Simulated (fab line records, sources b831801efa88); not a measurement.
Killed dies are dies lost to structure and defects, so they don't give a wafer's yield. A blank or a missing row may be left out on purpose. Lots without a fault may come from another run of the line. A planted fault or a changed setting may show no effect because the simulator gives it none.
Problem report in the 8D (eight disciplines) form, filled by code | flow gf180mcu | the parts of the form that need people (team, actions taken, sign-off) are left out

1. THE PROBLEM
POLY_GATE_OXIDATION_THK at GF_POLY_GATE_THK_MEAS_17 reads a mean of 5.44 nm on 9 wafers of 3 lots; wafers without a fault read 4.01 nm with a standard deviation of 0.087. That is +16 standard deviations from the usual mean.
First seen on wafer L882.3, day 12 00:05, on film_metro-01. The record holds 36 wafers of 12 lots with a number at this step. Rule for "out", or "out of limits": more than 4 standard deviations from the usual mean. The other wafers with a number count as sound.

2. WHAT IT IS AND WHAT IT IS NOT
question                    | is                           | is not
which readings at this step | POLY_GATE_OXIDATION_THK      | -
which lots                  | L882, L883, L887             | L875, L876, L878, L879, L880, L891, L894, L895, L896
which wafers of those lots  | all that have a number       | -
read on which gauges        | film_metro-01, film_metro-03 | film_metro-04
when                        | from day 12 00:05            | up to then (15 sound wafers); but 12 sound wafers of L891, L894, L895, L896 came after

3. SUSPECTS, AND WHAT RULES EACH OUT
Counting: a tool at a process step up to the reading stays a suspect if it ran every lot that is out and no sound lot after the first of them.
- the gauge at GF_POLY_GATE_THK_MEAS_17: ruled out. The wafers that are out were read on 2 gauges (film_metro-01, film_metro-03).
- furnace-02 at GF_POLY_GATE_OXIDATION_16 (stabilise 600 s, purge 300 s, target thk 4 nm): ruled out as a lasting fault. Sound lots L895 ran on it after its first lot that is out, L882 (day 11 22:49).
Left after counting: nothing in the record.

4. THE CAUSE (what the simulator had put in)
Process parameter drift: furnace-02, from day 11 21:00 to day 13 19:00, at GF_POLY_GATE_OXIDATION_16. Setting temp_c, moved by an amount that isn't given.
Counting ruled it out, wrongly: the rule takes a fault to strike every lot that its tool runs from its start on, and this one did not.

5. THE CHAIN OF EFFECTS, in route order
Each row: a reading whose mean over the struck wafers that have a number lies more than 3 standard deviations from the usual. Only readings for which the record gives a usual standard deviation are gone through. hours: the time from each lot's start at the first step in this table that gives one to its start at this step, as a median over the lots. sigmas: the change in usual standard deviations.
hours | step                      | reading                 | usual    | on struck wafers | change | sigmas
0     | GF_POLY_GATE_OXIDATION_16 | spike_tc_bottom_C       | 869.9 C  | 896.8            | +26.9  | +24
0     | GF_POLY_GATE_OXIDATION_16 | spike_tc_centre_C       | 849.3 C  | 875.5            | +26.2  | +26
0     | GF_POLY_GATE_OXIDATION_16 | spike_tc_lower_C        | 851.7 C  | 878.6            | +26.9  | +24
0     | GF_POLY_GATE_OXIDATION_16 | spike_tc_top_C          | 861 C    | 890              | +29    | +7.9
0     | GF_POLY_GATE_OXIDATION_16 | spike_tc_upper_C        | 850.8 C  | 877.5            | +26.7  | +28
0     | GF_POLY_GATE_OXIDATION_16 | tube_center_temp_C      | 849.99 C | 876.45           | +26.46 | +99 or more
0     | GF_POLY_GATE_OXIDATION_16 | tube_center_temp_C_max  | 852.2    | 878.7            | +26.5  | +76
0     | GF_POLY_GATE_OXIDATION_16 | zone_power_centre_pct   | 18.6 %   | 20.0             | +1.4   | +3.1
1     | GF_POLY_GATE_THK_MEAS_17  | POLY_GATE_OXIDATION_THK | 4.01 nm  | 5.44             | +1.43  | +16
The process steps in it:
- GF_POLY_GATE_OXIDATION_16: stabilise 600 s, purge 300 s, target thk 4 nm.
Later measuring or inspecting steps at which every struck wafer that the step has a row for has a number for every such reading, and none has moved that far: GF_V3_THK_MEAS_25.

6. WHAT WOULD HAVE CAUGHT IT SOONER
In this record the first reading out of limits at a measuring or inspecting step was taken at day 12 00:05, 3 hours after the fault began at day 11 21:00.
The tool's own readings at GF_POLY_GATE_OXIDATION_16 were out on every struck wafer that the step has a row for (spike_tc_bottom_C, spike_tc_centre_C, spike_tc_lower_C, spike_tc_top_C, spike_tc_upper_C, tube_center_temp_C, tube_center_temp_C_max): an alarm limit on them would have fired on the first of those.
